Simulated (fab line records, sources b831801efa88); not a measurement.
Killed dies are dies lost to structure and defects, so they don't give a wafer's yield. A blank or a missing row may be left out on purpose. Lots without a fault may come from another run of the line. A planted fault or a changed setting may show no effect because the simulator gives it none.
A struck lot beside a sound one | flow sky130 | 22 steps out of a route of 708
Sound: wafers L918.1, L918.2, L918.6. Struck: wafer L924.3. (L924.2, L924.5 of the same lot were not struck and are left out.) The cause comes at the end.
At each step with rows: each side's tool, then ch and its chambers, then its first start. Under that, the readings that differ: sound wafers | struck wafers | difference of the means | sigmas: that difference in standard deviations of wafers without a fault.
alike: readings whose means differ by less than 2 such deviations, and words and numbers that are the same on both sides. not compared: withheld readings, readings that some wafer has no value for, bounds like >300 that may hide the same value, and numbers for which the record gives no deviation and whose values overlap.
The two part at a step that has a row with sigmas, a row that says differs or no value, or rows on one side only. Numbers that don't overlap but have no deviation are shown without sigmas and don't part them. A reading that every wafer of one side lacks parts them only if that side has two wafers or more.

first, 1 step without rows for these wafers: SKY_CAP2M_DEVELOP_11 (develop time 60 s).
SKY_CAP2M_OVL_MEAS_12:
  sound on overlay-02, day 40 19:35; struck on overlay-01, day 42 22:56
  alike: CAP2M_OVL
SKY_CAP2M_METAL_ETCH_13: etches TiN in Cl2/BCl3, stops on SiO2, target depth 220 nm, time 62.9 s.
  sound on rie_metal-02 ch 0,1, day 40 19:37; struck on rie_metal-02 ch 1, day 42 22:58
  alike: drypump_motor_current_A, oes_product_au, throttle_valve_pct
  not compared: rf_hours_counter_h
SKY_CAP2M_STRIP_14: strips in O2/N2.
  sound on plasma_asher-03 ch 0,1, day 40 19:42; struck on plasma_asher-02 ch 0, day 42 23:03
  reading                     | sound          | struck | difference | sigmas
  drypump_motor_current_A (A) | 5.56 5.20 5.22 | 5.96   | +0.63      | +2
  alike: oes_product_au, strip_time_to_endpoint_s
  not compared: rf_hours_counter_h
then, 8 steps without rows for these wafers: SKY_CAP2M_STRIP_15 (strips in post etch residue remover, time 1200 s); SKY_CAP2M_CLEAN_16 (cleans in IPA, time 180 s); SKY_CAP2M_CLEAN_17 (cleans in O3/DIW); SKY_METAL4_DEHYDRATE_05 (time 60 s); SKY_METAL4_HMDS_06 (prime time 60 s); SKY_METAL4_COAT_07 (resist thk 60 nm); SKY_METAL4_COAT_08 (resist thk 1140 nm); SKY_METAL4_SOFTBAKE_09 (time 90 s).
SKY_METAL4_EXPOSE_10: exposes mask MM4, target cd 300 nm.
  sound on krf_scanner-02 ch 0, day 41 08:19; struck on krf_scanner-02 ch 0, day 43 10:09
  alike: mask
then, 2 steps without rows for these wafers: SKY_METAL4_PEB_11; SKY_METAL4_DEVELOP_12 (develop time 60 s).
SKY_METAL4_CD_MEAS_13: target cd 300 nm.
  sound on cd_sem-02, day 41 21:20; struck on cd_sem-01, day 43 21:42
  reading    | sound             | struck | difference | sigmas
  cd_nm (nm) | 301.6 301.1 301.2 | 243.4  | -57.9      | -41
SKY_METAL4_OVL_MEAS_14:
  sound on overlay-02, day 41 21:27; struck on overlay-02, day 43 21:49
  alike: METAL4_OVL
SKY_METAL4_DESCUM_15: chemistry O2, time 8 s.
  sound on rie_metal-04 ch 0,1, day 41 21:29; struck on rie_metal-03 ch 1, day 43 21:50
  reading                     | sound             | struck | difference | sigmas
  drypump_motor_current_A (A) | 5.7 5.7 5.7       | 6.8    | +1.1       | +2
  model.METAL4.cd_nm (nm)     | 301.8 301.7 301.5 | 243.4  | -58.3      |
  alike: oes_product_au
  not compared: rf_hours_counter_h
SKY_METAL4_ETCH_16: etches BARC in N2/H2, stops on SiO2, time 88.2 s, target depth 60 nm.
  sound on rie_metal-04 ch 0,1, day 41 21:31; struck on rie_metal-03 ch 1, day 43 21:52
  reading                     | sound       | struck | difference | sigmas
  drypump_motor_current_A (A) | 5.7 5.7 5.7 | 6.8    | +1.1       | +2
  alike: oes_product_au, throttle_valve_pct
  not compared: rf_hours_counter_h
SKY_METAL4_ETCH_17: etches SiO2 in C4F8/O2/Ar, stops on TiN, time 3.9 s, target depth 15 nm.
  sound on rie_diel-03 ch 1,2, day 41 21:37; struck on rie_diel-02 ch 0, day 43 21:58
  alike: oes_product_au
  not compared: rf_hours_counter_h
SKY_METAL4_METAL_ETCH_18: etches the open film in Cl2/BCl3, stops on SiO2, target depth 845 nm, time 183.1 s.
  sound on rie_metal-02 ch 0,1, day 41 21:38; struck on rie_metal-02 ch 1, day 43 21:59
  reading                 | sound             | struck | difference | sigmas
  model.METAL4.cd_nm (nm) | 315.6 303.1 314.2 | 241.7  | -69.3      |
  alike: drypump_motor_current_A, oes_product_au, throttle_valve_pct
  not compared: rf_hours_counter_h
SKY_METAL4_STRIP_19: strips in O2/N2.
  sound on plasma_asher-04 ch 0,1, day 41 21:49; struck on plasma_asher-03 ch 0, day 43 22:10
  alike: drypump_motor_current_A, oes_product_au, strip_time_to_endpoint_s
  not compared: rf_hours_counter_h

WHERE THEY PART
First at SKY_CAP2M_STRIP_14; last, within this record, at SKY_METAL4_ETCH_16. Later steps at which nothing parts them and some readings are alike: SKY_METAL4_ETCH_17, SKY_METAL4_METAL_ETCH_18, SKY_METAL4_STRIP_19.

WHY: what the simulator had put in
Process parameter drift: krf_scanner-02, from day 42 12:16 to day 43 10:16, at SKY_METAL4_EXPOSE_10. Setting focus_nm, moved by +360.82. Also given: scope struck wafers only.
